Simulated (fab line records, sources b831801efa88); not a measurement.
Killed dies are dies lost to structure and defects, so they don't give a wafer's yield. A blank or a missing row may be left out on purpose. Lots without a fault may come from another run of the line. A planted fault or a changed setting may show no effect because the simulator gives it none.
Which tool did it? | flow gf180mcu | 13 lots, 39 wafers sampled, at 5 steps of a route of 602

WHAT THE GAUGES READ, wafer by wafer
GF_V4_RS_MEAS_24: measures by four-point-probe. Usual: V4_W_RS 0.325 ohm/sq, standard deviation 0.0034.
lot  | measured     | on            | V4_W_RS (ohm/sq)  | flag
L639 | day 24 10:02 | film_metro-04 | 0.323 0.331 0.324 |
L640 | day 25 11:14 | film_metro-04 | 0.332 0.331 0.324 |
L642 | day 25 18:38 | film_metro-04 | 0.320 0.329 0.331 |
L649 | day 27 11:28 | film_metro-03 | 0.323 0.320 0.335 |
L650 | day 27 17:46 | film_metro-04 | 0.323 0.325 0.321 |
L652 | day 28 11:28 | film_metro-04 | 0.322 0.322 0.323 |
L654 | day 29 04:05 | film_metro-03 | 0.327 0.321 0.327 |
L656 | day 29 19:16 | film_metro-03 | 0.321 0.325 0.320 |
L657 | day 30 04:35 | film_metro-01 | 0.321 0.324 0.327 |
L659 | day 30 16:43 | film_metro-04 | 0.325 0.323 0.324 |
L660 | day 31 02:00 | film_metro-03 | 0.321 0.327 0.323 |
L661 | day 31 02:14 | film_metro-01 | 0.323 0.323 0.327 |
L662 | day 31 08:11 | film_metro-03 | 0.322 0.321 0.324 |

GF_V4_THK_MEAS_25: measures by xrf. Usual: V4_W_THK 348 nm, standard deviation 4.5.
lot  | measured     | on            | V4_W_THK (nm) | flag
L639 | day 24 10:09 | film_metro-04 | 353 346 355   |
L640 | day 25 11:21 | film_metro-04 | 340 340 351   |
L642 | day 25 18:45 | film_metro-04 | 352 342 342   |
L649 | day 27 11:34 | film_metro-03 | 350 352 339   |
L650 | day 27 17:53 | film_metro-04 | 352 350 352   |
L652 | day 28 11:35 | film_metro-04 | 353 352 354   |
L654 | day 29 04:11 | film_metro-03 | 347 352 345   |
L656 | day 29 19:23 | film_metro-03 | 351 350 352   |
L657 | day 30 04:42 | film_metro-01 | 347 347 343   |
L659 | day 30 16:50 | film_metro-04 | 355 355 353   |
L660 | day 31 02:07 | film_metro-03 | 355 345 351   |
L661 | day 31 02:22 | film_metro-01 | 352 352 347   |
L662 | day 31 08:18 | film_metro-03 | 352 355 351   |

GF_M5_CD_MEAS_07: target cd 280 nm. Usual: cd_nm 279.9 nm, standard deviation 1.2.
lot  | measured     | on        | cd_nm (nm)        | flag
L639 | day 26 07:20 | cd_sem-02 | 282.0 282.5 282.8 |
L640 | day 27 06:31 | cd_sem-01 | 278.8 279.3 278.0 |
L642 | day 27 13:26 | cd_sem-02 | 280.7 280.9 280.9 |
L649 | day 29 04:18 | cd_sem-02 | 271.3 270.4 270.9 | OFF
L650 | day 29 10:11 | cd_sem-02 | 269.6 270.4 270.1 | OFF
L652 | day 30 03:04 | cd_sem-02 | 280.2 278.9 279.4 |
L654 | day 30 18:56 | cd_sem-01 | 278.3 278.6 278.7 |
L656 | day 31 09:37 | cd_sem-01 | 277.8 278.0 278.1 |
L657 | day 31 17:28 | cd_sem-02 | 280.2 279.8 279.4 |
L659 | day 32 04:03 | cd_sem-02 | 281.9 282.8 280.8 |
L660 | day 32 12:55 | cd_sem-02 | 279.1 279.8 279.4 |
L661 | day 32 13:54 | cd_sem-02 | 279.9 279.1 279.4 |
L662 | day 32 18:19 | cd_sem-01 | 279.6 280.1 280.3 |

GF_V5_OVL_MEAS_15. Usual: V5_OVL -3 nm, standard deviation 5.9.
lot  | measured     | on         | V5_OVL (nm) | flag
L639 | day 27 05:16 | overlay-02 | -1 -3 -6    |
L640 | day 28 04:23 | overlay-01 | 2 -2 1      |
L642 | day 28 11:05 | overlay-02 | 0 -2 -3     |
L649 | day 30 00:15 | overlay-02 | -2 -3 3     |
L650 | day 30 07:16 | overlay-01 | 5 0 3       |
L652 | day 30 22:28 | overlay-01 | -15 -21 -12 |
L654 | day 31 14:09 | overlay-02 | 3 3 0       |
L656 | day 32 03:49 | overlay-02 | -7 2 -2     |
L657 | day 32 11:26 | overlay-01 | -10 -6 -6   |
L659 | day 32 21:41 | overlay-02 | -6 -10 -11  |
L660 | day 33 06:31 | overlay-02 | -12 -8 -7   |
L661 | day 33 07:31 | overlay-02 | 2 -8 2      |
L662 | day 33 11:53 | overlay-02 | -4 -11 -3   |

WHICH TOOL RAN EACH LOT (tool, then ch and the chambers of the sampled wafers, then the start)
lot  | GF_M5_PEB_05
L639 | litho_track-01 ch 0, day 26 06:59
L640 | litho_track-04 ch 0, day 27 06:10
L642 | litho_track-01 ch 0, day 27 13:05
L649 | litho_track-01 ch 0, day 29 03:58
L650 | litho_track-01 ch 0, day 29 09:50
L652 | litho_track-04 ch 0, day 30 02:43
L654 | litho_track-04 ch 0, day 30 18:36
L656 | litho_track-04 ch 0, day 31 09:16
L657 | litho_track-03 ch 0, day 31 17:08
L659 | litho_track-03 ch 0, day 32 03:42
L660 | litho_track-03 ch 0, day 32 12:35
L661 | litho_track-03 ch 0, day 32 13:33
L662 | litho_track-04 ch 0, day 32 17:58
- GF_M5_PEB_05: peb time 90 s.

WHAT THE TOOLS THEMSELVES READ (means of the sampled wafers that have a number; where no wafer has one, the mark that the record gives instead)
GF_M5_PEB_05. Usual: heater_power_total_W 85.70 W, standard deviation 0.089; plate_temp_C 135.02 C, standard deviation 0.15.
lot  | tool           | heater_power_total_W (W) | plate_temp_C (C) | flag
L639 | litho_track-01 | 85.69                    | 134.97           |
L640 | litho_track-04 | 85.74                    | 135.13           |
L642 | litho_track-01 | 85.62                    | 134.98           |
L649 | litho_track-01 | 89.44                    | 139.82           | OFF
L650 | litho_track-01 | 89.47                    | 139.43           | OFF
L652 | litho_track-04 | 85.68                    | 135.02           |
L654 | litho_track-04 | 85.77                    | 135.10           |
L656 | litho_track-04 | 85.71                    | 135.13           |
L657 | litho_track-03 | 85.78                    | 135.15           |
L659 | litho_track-03 | 85.64                    | 135.02           |
L660 | litho_track-03 | 85.61                    | 135.06           |
L661 | litho_track-03 | 85.71                    | 135.09           |
L662 | litho_track-04 | 85.85                    | 135.05           |

THE ANSWER, worked out from the rows above alone
Rule: a lot is off if the mean of its wafers that have a number lies more than 3 standard deviations from the usual mean. A lot without any number at a reading at which 4 lots or more have one is off too. The other lots that the step has rows for count as sound. The gauges are gone through in route order, then the tools' own readings, and for those a lot's mean is taken as printed above. The first step at which some lot is off is used, and at that step the reading that is off furthest; a lot without a number counts as furthest.
Off: L649, L650, at GF_M5_CD_MEAS_07 (cd_nm).
A tool fits if, at a process step before that reading, it ran every lot that is off, and no sound lot after the first of them. The gauges at GF_M5_CD_MEAS_07 aren't tried: what is off there is off at GF_M5_PEB_05 too, on other tools, and a gauge's error can't cause that. One fits: litho_track-01 at GF_M5_PEB_05. Its last sound lot is L642 (day 27 13:05), its first lot that is off L649 (day 29 03:58): a fault that began between those two fits.
The tool's own readings at GF_M5_PEB_05 bear it out: on the lots that are off they differ by more than 5 times the standard deviation of the sound lots' means. heater_power_total_W reads 89.45 W there against 85.71 W on the sound lots; plate_temp_C reads 139.62 C there against 135.06 C on the sound lots.

WHAT THE SIMULATOR HAD PUT IN
Process parameter drift: litho_track-01, from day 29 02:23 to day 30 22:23, at GF_M5_PEB_05. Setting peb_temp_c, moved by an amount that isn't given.
Lots struck among those shown: L649, L650. The rule above found the same.
